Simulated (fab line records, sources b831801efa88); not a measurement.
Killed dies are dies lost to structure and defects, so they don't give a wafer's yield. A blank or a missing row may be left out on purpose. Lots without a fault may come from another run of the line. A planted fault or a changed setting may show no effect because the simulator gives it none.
A struck lot beside a sound one | flow sky130 | 43 steps out of a route of 708
Sound: wafers L280.2, L280.4, L280.6. Struck: wafer L298.1. (L298.4, L298.6 of the same lot were not struck and are left out.) The cause comes at the end.
At each step with rows: each side's tool, then ch and its chambers, then its first start. Under that, the readings that differ: sound wafers | struck wafers | difference of the means | sigmas: that difference in standard deviations of wafers without a fault.
alike: readings whose means differ by less than 2 such deviations, and words and numbers that are the same on both sides. not compared: withheld readings, readings that some wafer has no value for, bounds like >300 that may hide the same value, and numbers for which the record gives no deviation and whose values overlap.
The two part at a step that has a row with sigmas, a row that says differs or no value, or rows on one side only. Numbers that don't overlap but have no deviation are shown without sigmas and don't part them. A reading that every wafer of one side lacks parts them only if that side has two wafers or more.

first, 6 steps without rows for these wafers: SKY_LI_CONTACT_COAT_06 (resist thk 60 nm); SKY_LI_CONTACT_COAT_07 (resist thk 450 nm); SKY_LI_CONTACT_SOFTBAKE_08 (time 90 s); SKY_LI_CONTACT_EXPOSE_09 (exposes mask LICM1, target cd 170 nm); SKY_LI_CONTACT_PEB_10; SKY_LI_CONTACT_DEVELOP_11 (develop time 60 s).
SKY_LI_CONTACT_CD_MEAS_12: target cd 170 nm.
  sound on cd_sem-02, day 29 22:21; struck on cd_sem-01, day 35 17:44
  alike: cd_nm
SKY_LI_CONTACT_OVL_MEAS_13:
  sound on overlay-01, day 29 22:28; struck on overlay-02, day 35 17:51
  alike: LI_CONTACT_OVL
then, 2 steps without rows for these wafers: SKY_LI_CONTACT_ETCH_14 (etches BARC in N2/H2, stops on SiO2, time 45.9 s, target depth 60 nm); SKY_LI_CONTACT_ETCH_15 (etches PSG in C4F8/O2/Ar, stops on Si, target depth 600 nm).
SKY_LI_CONTACT_STRIP_16: strips in O2/N2.
  sound on plasma_asher-01 ch 0,1, day 29 22:37; struck on plasma_asher-02 ch 0, day 35 18:01
  alike: drypump_motor_current_A, oes_product_au, strip_time_to_endpoint_s
  not compared: rf_hours_counter_h
then, 1 step without rows for these wafers: SKY_LI_CONTACT_CLEAN_17 (cleans in NMP, time 600 s).
SKY_LI_CONTACT_PRE_CLEAN_18: time 5.6 s.
  sound on pvd_sputter-04, day 29 22:55; struck on pvd_sputter-03, day 35 18:17
SKY_LI_CONTACT_SPUTTER_19: material Ti, target thk 20 nm, time 106.37 s.
  sound on pvd_sputter-04, day 29 22:56; struck on pvd_sputter-03, day 35 18:19
  alike: throttle_valve_pct
then, 2 steps without rows for these wafers: SKY_LI_CONTACT_SPUTTER_20 (material TiN, target thk 20 nm, time 80 s); SKY_LI_CONTACT_CVD_21 (deposits W, target thk 400 nm, time 120.56 s).
SKY_LI_CONTACT_RS_MEAS_22: measures by four-point-probe.
  sound on film_metro-01, day 29 23:13; struck on film_metro-04, day 35 18:34
  alike: LI_CONTACT_W_RS
SKY_LI_CONTACT_THK_MEAS_23: measures by xrf.
  sound on film_metro-01, day 29 23:19; struck on film_metro-04, day 35 18:41
  reading               | sound       | struck | difference | sigmas
  LI_CONTACT_W_THK (nm) | 395 388 394 | 409    | +17        | +2
SKY_LI_CONTACT_CMP_24: polishes, stops on PSG, t overpolish 20 s, target thk 0 nm.
  sound on cmp-01 ch 1,2,3, day 29 23:25; struck on cmp-02 ch 2, day 35 18:48
  reading             | sound          | struck | difference | sigmas
  motor_current_A (A) | 11.9 11.4 10.5 | 9.0    | -2.3       | -3
  alike: overpolish_run_s, time_to_endpoint_s
SKY_LOCAL_INTERCONNECT_SPUTTER_00: material TiN, target thk 100 nm, time 83.3 s.
  sound on pvd_sputter-01, day 29 23:40; struck on pvd_sputter-02, day 35 19:03
  alike: throttle_valve_pct
SKY_LOCAL_INTERCONNECT_RS_MEAS_01: measures by four-point-probe.
  sound on film_metro-03, day 29 23:45; struck on film_metro-03, day 35 19:07
  alike: LOCAL_INTERCONNECT_TIN_RS
SKY_LOCAL_INTERCONNECT_THK_MEAS_02: measures by xrf.
  sound on film_metro-03, day 29 23:52; struck on film_metro-03, day 35 19:14
  alike: LOCAL_INTERCONNECT_TIN_THK
then, 8 steps without rows for these wafers: SKY_LOCAL_INTERCONNECT_DEHYDRATE_03 (time 60 s); SKY_LOCAL_INTERCONNECT_HMDS_04 (prime time 60 s); SKY_LOCAL_INTERCONNECT_COAT_05 (resist thk 60 nm); SKY_LOCAL_INTERCONNECT_COAT_06 (resist thk 450 nm); SKY_LOCAL_INTERCONNECT_SOFTBAKE_07 (time 90 s); SKY_LOCAL_INTERCONNECT_EXPOSE_08 (exposes mask LI1M, target cd 170 nm); SKY_LOCAL_INTERCONNECT_PEB_09; SKY_LOCAL_INTERCONNECT_DEVELOP_10 (develop time 60 s).
SKY_LOCAL_INTERCONNECT_CD_MEAS_11: target cd 170 nm.
  sound on cd_sem-01, day 31 03:32; struck on cd_sem-02, day 36 21:02
  reading    | sound             | struck | difference | sigmas
  cd_nm (nm) | 171.3 171.0 172.0 | 167.5  | -3.9       | -3
SKY_LOCAL_INTERCONNECT_OVL_MEAS_12:
  sound on overlay-02, day 31 03:38; struck on overlay-01, day 36 21:09
  alike: LOCAL_INTERCONNECT_OVL
then, 6 steps without rows for these wafers: SKY_LOCAL_INTERCONNECT_ETCH_13 (etches BARC in N2/H2, stops on SiO2, time 45.9 s, target depth 60 nm); SKY_LOCAL_INTERCONNECT_METAL_ETCH_14 (etches TiN in Cl2/BCl3, stops on PSG, target depth 110 nm, time 31.4 s); SKY_LOCAL_INTERCONNECT_STRIP_15 (strips in O2/N2); SKY_LOCAL_INTERCONNECT_STRIP_16 (strips in post etch residue remover, time 1200 s); SKY_LOCAL_INTERCONNECT_CLEAN_17 (cleans in IPA, time 180 s); SKY_LOCAL_INTERCONNECT_CLEAN_18 (cleans in O3/DIW).
SKY_CONTACT_CVD_00: deposits Si3N4, target thk 75 nm.
  sound on pecvd-02 ch 0,1,2, day 31 04:22; struck on pecvd-03 ch 0, day 36 21:54
  alike: heater_power_w, rf_fwd_power_W
SKY_CONTACT_THK_MEAS_01:
  sound on film_metro-02, day 31 04:25; struck on film_metro-03, day 36 21:56
  alike: CONTACT_CVD_00_THK
then, 1 step without rows for these wafers: SKY_CONTACT_HDPCVD_02 (deposits SiO2, target thk 565 nm, time 94.2 s).
SKY_CONTACT_THK_MEAS_03:
  sound on film_metro-03, day 31 04:32; struck on film_metro-01, day 36 22:04
  alike: CONTACT_HDPCVD_THK
-- the record jumps here: 14 days lie between the struck wafers' starts before and after (it left off in module CONTACT and takes up again in module PAD_OPEN, whose first step shown is number 708 of the route) --
SKY_PAD_OPEN_PROBE_99:
  sound on prober-01, day 46 07:08; struck on prober-01, day 50 11:54
  reading            | sound    | struck                   | difference                   | sigmas
  hold               | - - -    | await_dispo/3.0h/release | no value on the sound wafers |
  killed_at_contacts | 18 24 20 | 59                       | +38                          | +8
  killed_dies        | 86 87 94 | 124                      | +35                          | +4
  alike: killed_at_M0_to_M3, killed_at_M4_up, killed_at_front_end, killed_at_other, killed_open, killed_short

WHERE THEY PART
First at SKY_LI_CONTACT_THK_MEAS_23; last, within this record, at SKY_PAD_OPEN_PROBE_99.

WHY: what the simulator had put in
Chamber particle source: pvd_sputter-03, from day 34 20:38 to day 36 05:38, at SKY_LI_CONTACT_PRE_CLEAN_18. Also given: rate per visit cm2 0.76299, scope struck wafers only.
